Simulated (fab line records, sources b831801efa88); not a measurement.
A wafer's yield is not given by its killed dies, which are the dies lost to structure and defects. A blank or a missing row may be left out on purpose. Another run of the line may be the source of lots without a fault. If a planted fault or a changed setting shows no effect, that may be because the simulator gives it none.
Matching of chambers / flow sky130 / SKY_CAPM_CVD_00 on pecvd-04 has 3 sister chambers
The step deposits SiO2, target thk 15.5 nm. 6 wafers are shown with their chamber, then 10 later ones without.

== WAFERS, EACH WITH ITS CHAMBER ==
wafer=L082.5; chamber=2; heater-power-w (W)=587
wafer=L085.1; chamber=2; heater-power-w (W)=652
wafer=L085.3; chamber=0; heater-power-w (W)=744
wafer=L085.5; chamber=1; heater-power-w (W)=780
wafer=L088.1; chamber=1; heater-power-w (W)=768
wafer=L088.2; chamber=0; heater-power-w (W)=775

== WAFERS WITH NO CHAMBER GIVEN ==
wafer=L088.5; heater-power-w (W)=651
wafer=L093.1; heater-power-w (W)=599
wafer=L093.2; heater-power-w (W)=680
wafer=L093.3; heater-power-w (W)=795
wafer=L093.4; heater-power-w (W)=607
wafer=L093.5; heater-power-w (W)=765
wafer=L093.6; heater-power-w (W)=679
wafer=L094.2; heater-power-w (W)=768
wafer=L094.4; heater-power-w (W)=638
wafer=L094.6; heater-power-w (W)=748

== THE CHAMBER EACH PASSED THROUGH ==
wafer=L088.5; from the rows above=2; in truth=2
wafer=L093.1; from the rows above=2; in truth=2
wafer=L093.2; from the rows above=can't be placed: 2 or 0 or 1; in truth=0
wafer=L093.3; from the rows above=can't be placed: 1 or 0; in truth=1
wafer=L093.4; from the rows above=2; in truth=2
wafer=L093.5; from the rows above=can't be placed: 0 or 1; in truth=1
wafer=L093.6; from the rows above=can't be placed: 2 or 0 or 1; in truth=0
wafer=L094.2; from the rows above=can't be placed: 1 or 0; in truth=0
wafer=L094.4; from the rows above=2; in truth=2
wafer=L094.6; from the rows above=can't be placed: 0 or 1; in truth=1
Correctly placed: 4 of 10. Cannot be placed on the basis of these rows: 6; the candidates contain the true chamber in 6. Placed wrongly: 0.
How it was worked out, from the rows above alone: a wafer's distance from a chamber is the root of the sum, over the readings, of the square of ((its reading less the chamber's mean) divided by the reading's scatter). If the next closest chamber is less than 2 further off than the closest, the wafer can't be placed; otherwise it belongs to the closest. Each chamber's mean is taken over the wafers shown for it. The scatter is the square root of a quotient: the sum, over the shown wafers, of each reading's squared deviation from its chamber's mean, divided by wafers minus chambers.
